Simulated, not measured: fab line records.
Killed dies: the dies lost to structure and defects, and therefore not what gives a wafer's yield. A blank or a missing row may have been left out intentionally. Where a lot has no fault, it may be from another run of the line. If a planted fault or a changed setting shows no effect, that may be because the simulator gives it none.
The tool behind it: which one? || flow sky130 || 14 lots with 42 wafers sampled at 4 steps, on a route of 708 steps

WHAT EACH GAUGE READ, for each wafer
SKY_CAP2M_OVL_MEAS_12.
{"lot": "L354", "measured": "day 41 14:19", "on": "overlay-01", "CAP2M_OVL (nm)": "-1.0 1.1 1.9"}
{"lot": "L356", "measured": "day 42 06:38", "on": "overlay-01", "CAP2M_OVL (nm)": "2.6 0.9 0.4"}
{"lot": "L357", "measured": "day 42 12:45", "on": "overlay-01", "CAP2M_OVL (nm)": "0.4 0.3 -0.2"}
{"lot": "L358", "measured": "day 43 07:11", "on": "overlay-01", "CAP2M_OVL (nm)": "-0.7 0.6 -1.1"}
{"lot": "L359", "measured": "day 43 11:40", "on": "overlay-01", "CAP2M_OVL (nm)": "-0.5 -2.7 -1.8"}
{"lot": "L360", "measured": "day 43 17:25", "on": "overlay-01", "CAP2M_OVL (nm)": "-1.6 0.6 -1.3"}
{"lot": "L361", "measured": "day 43 18:04", "on": "overlay-01", "CAP2M_OVL (nm)": "1.0 -0.9 2.6"}
{"lot": "L363", "measured": "day 44 10:50", "on": "overlay-01", "CAP2M_OVL (nm)": "0.6 2.3 -1.4"}
{"lot": "L364", "measured": "day 44 15:04", "on": "overlay-01", "CAP2M_OVL (nm)": "-2.1 -1.3 0.3"}
{"lot": "L366", "measured": "day 45 04:43", "on": "overlay-02", "CAP2M_OVL (nm)": "0.1 0.9 0.4"}
{"lot": "L368", "measured": "day 45 13:05", "on": "overlay-01", "CAP2M_OVL (nm)": "-1.1 0.3 -0.4"}
{"lot": "L367", "measured": "day 45 13:58", "on": "overlay-02", "CAP2M_OVL (nm)": "1.0 -1.2 -1.1"}
{"lot": "L369", "measured": "day 45 15:00", "on": "overlay-02", "CAP2M_OVL (nm)": "1.2 0.4 -0.5"}
{"lot": "L376", "measured": "day 47 06:52", "on": "overlay-02", "CAP2M_OVL (nm)": "4.1 0.4 1.5"}

WHAT TOOL EACH LOT RAN ON (gives the tool, then ch and the chambers of the sampled wafers, and finally the start)
{"lot": "L354", "SKY_LOCAL_INTERCONNECT_CLEAN_18": "wet-bench-04 ch 2, day 31 04:37", "SKY_METAL4_SPUTTER_00": "pvd-sputter-04, day 40 13:31", "SKY_METAL4_SPUTTER_01": "pvd-sputter-04, day 40 13:32"}
{"lot": "L356", "SKY_LOCAL_INTERCONNECT_CLEAN_18": "wet-bench-04 ch 3, day 31 19:33", "SKY_METAL4_SPUTTER_00": "pvd-sputter-04, day 41 05:30", "SKY_METAL4_SPUTTER_01": "pvd-sputter-04, day 41 05:31"}
{"lot": "L357", "SKY_LOCAL_INTERCONNECT_CLEAN_18": "wet-bench-02 ch 2, day 32 02:46", "SKY_METAL4_SPUTTER_00": "pvd-sputter-04, day 41 11:37", "SKY_METAL4_SPUTTER_01": "pvd-sputter-04, day 41 11:38"}
{"lot": "L358", "SKY_LOCAL_INTERCONNECT_CLEAN_18": "wet-bench-04 ch 0, day 32 22:07", "SKY_METAL4_SPUTTER_00": "pvd-sputter-04, day 42 06:38", "SKY_METAL4_SPUTTER_01": "pvd-sputter-04, day 42 06:40"}
{"lot": "L359", "SKY_LOCAL_INTERCONNECT_CLEAN_18": "wet-bench-02 ch 3, day 33 04:43", "SKY_METAL4_SPUTTER_00": "pvd-sputter-03, day 42 11:37", "SKY_METAL4_SPUTTER_01": "pvd-sputter-03, day 42 11:38"}
{"lot": "L360", "SKY_LOCAL_INTERCONNECT_CLEAN_18": "wet-bench-02 ch 0, day 33 12:38", "SKY_METAL4_SPUTTER_00": "pvd-sputter-04, day 42 16:47", "SKY_METAL4_SPUTTER_01": "pvd-sputter-04, day 42 16:48"}
{"lot": "L361", "SKY_LOCAL_INTERCONNECT_CLEAN_18": "wet-bench-04 ch 2, day 33 14:13", "SKY_METAL4_SPUTTER_00": "pvd-sputter-04, day 42 18:24", "SKY_METAL4_SPUTTER_01": "pvd-sputter-04, day 42 18:25"}
{"lot": "L363", "SKY_LOCAL_INTERCONNECT_CLEAN_18": "wet-bench-02 ch 1, day 34 08:13", "SKY_METAL4_SPUTTER_00": "pvd-sputter-04, day 43 11:43", "SKY_METAL4_SPUTTER_01": "pvd-sputter-04, day 43 11:44"}
{"lot": "L364", "SKY_LOCAL_INTERCONNECT_CLEAN_18": "wet-bench-02 ch 3, day 34 09:50", "SKY_METAL4_SPUTTER_00": "pvd-sputter-04, day 43 14:49", "SKY_METAL4_SPUTTER_01": "pvd-sputter-04, day 43 14:50"}
{"lot": "L366", "SKY_LOCAL_INTERCONNECT_CLEAN_18": "wet-bench-02 ch 3, day 35 03:13", "SKY_METAL4_SPUTTER_00": "pvd-sputter-03, day 44 05:43", "SKY_METAL4_SPUTTER_01": "pvd-sputter-03, day 44 05:44"}
{"lot": "L368", "SKY_LOCAL_INTERCONNECT_CLEAN_18": "wet-bench-04 ch 0, day 35 11:28", "SKY_METAL4_SPUTTER_00": "pvd-sputter-03, day 44 13:38", "SKY_METAL4_SPUTTER_01": "pvd-sputter-03, day 44 13:39"}
{"lot": "L367", "SKY_LOCAL_INTERCONNECT_CLEAN_18": "wet-bench-02 ch 3, day 35 12:31", "SKY_METAL4_SPUTTER_00": "pvd-sputter-01, day 44 14:56", "SKY_METAL4_SPUTTER_01": "pvd-sputter-01, day 44 14:57"}
{"lot": "L369", "SKY_LOCAL_INTERCONNECT_CLEAN_18": "wet-bench-02 ch 0, day 35 14:01", "SKY_METAL4_SPUTTER_00": "pvd-sputter-03, day 44 16:17", "SKY_METAL4_SPUTTER_01": "pvd-sputter-03, day 44 16:18"}
{"lot": "L376", "SKY_LOCAL_INTERCONNECT_CLEAN_18": "wet-bench-01 ch 0, day 37 16:55", "SKY_METAL4_SPUTTER_00": "pvd-sputter-04, day 46 09:26", "SKY_METAL4_SPUTTER_01": "pvd-sputter-04, day 46 09:27"}
- SKY_LOCAL_INTERCONNECT_CLEAN_18: cleans in O3/DIW.
- SKY_METAL4_SPUTTER_00: material Ti, target thk 15 nm, time 10 s.
- SKY_METAL4_SPUTTER_01: material TiN, target thk 20 nm, time 16.7 s.

AS READ BY THE TOOLS THEMSELVES (means over the sampled wafers that have a number; for cases with no such wafer, the mark the record gives instead)
SKY_METAL4_SPUTTER_00.
{"lot": "L354", "tool": "pvd-sputter-04", "throttle-valve-pct (%)": 30.3}
{"lot": "L356", "tool": "pvd-sputter-04", "throttle-valve-pct (%)": 30.2}
{"lot": "L357", "tool": "pvd-sputter-04", "throttle-valve-pct (%)": 31.8}
{"lot": "L358", "tool": "pvd-sputter-04", "throttle-valve-pct (%)": 31.6}
{"lot": "L359", "tool": "pvd-sputter-03", "throttle-valve-pct (%)": 29.1}
{"lot": "L360", "tool": "pvd-sputter-04", "throttle-valve-pct (%)": 31.9}
{"lot": "L361", "tool": "pvd-sputter-04", "throttle-valve-pct (%)": 30.4}
{"lot": "L363", "tool": "pvd-sputter-04", "throttle-valve-pct (%)": 30.2}
{"lot": "L364", "tool": "pvd-sputter-04", "throttle-valve-pct (%)": 31.5}
{"lot": "L366", "tool": "pvd-sputter-03", "throttle-valve-pct (%)": 28.7}
{"lot": "L368", "tool": "pvd-sputter-03", "throttle-valve-pct (%)": 29.1}
{"lot": "L367", "tool": "pvd-sputter-01", "throttle-valve-pct (%)": 29.3}
{"lot": "L369", "tool": "pvd-sputter-03", "throttle-valve-pct (%)": 28.3}
{"lot": "L376", "tool": "pvd-sputter-04", "throttle-valve-pct (%)": 30.5}

SKY_METAL4_SPUTTER_01.
{"lot": "L354", "tool": "pvd-sputter-04", "throttle-valve-pct (%)": 30.1}
{"lot": "L356", "tool": "pvd-sputter-04", "throttle-valve-pct (%)": 30.2}
{"lot": "L357", "tool": "pvd-sputter-04", "throttle-valve-pct (%)": 31.8}
{"lot": "L358", "tool": "pvd-sputter-04", "throttle-valve-pct (%)": 31.5}
{"lot": "L359", "tool": "pvd-sputter-03", "throttle-valve-pct (%)": 29.0}
{"lot": "L360", "tool": "pvd-sputter-04", "throttle-valve-pct (%)": 31.8}
{"lot": "L361", "tool": "pvd-sputter-04", "throttle-valve-pct (%)": 30.8}
{"lot": "L363", "tool": "pvd-sputter-04", "throttle-valve-pct (%)": 30.1}
{"lot": "L364", "tool": "pvd-sputter-04", "throttle-valve-pct (%)": 31.5}
{"lot": "L366", "tool": "pvd-sputter-03", "throttle-valve-pct (%)": 28.5}
{"lot": "L368", "tool": "pvd-sputter-03", "throttle-valve-pct (%)": 29.0}
{"lot": "L367", "tool": "pvd-sputter-01", "throttle-valve-pct (%)": 29.6}
{"lot": "L369", "tool": "pvd-sputter-03", "throttle-valve-pct (%)": 28.3}
{"lot": "L376", "tool": "pvd-sputter-04", "throttle-valve-pct (%)": 30.5}

THE ANSWER, worked out from the rows above alone
Rule: what is usual is taken from the lots themselves. Put in order of their means at a reading, lots are off if they are a third of the lots or fewer, leave a main group of 4 or more, and stand apart from it by a gap of 3 or more times the standard deviation of the main group's means; of several such gaps the widest counts. Not used: any main group whose means are identical at the precision the tables above print for the reading. A lot without any number at a reading at which 4 lots or more have one is off too. The other lots that the step has rows for count as sound. First the gauges in route order, then the tools' own readings, where a lot's mean is used as printed above. The first step at which some lot is off is used, and at that step the reading that is off furthest; a lot without a number counts as furthest.
Across all readings shown, no lot is off: no conclusion can be drawn from this.

WHAT HAD BEEN PUT IN BY THE SIMULATOR
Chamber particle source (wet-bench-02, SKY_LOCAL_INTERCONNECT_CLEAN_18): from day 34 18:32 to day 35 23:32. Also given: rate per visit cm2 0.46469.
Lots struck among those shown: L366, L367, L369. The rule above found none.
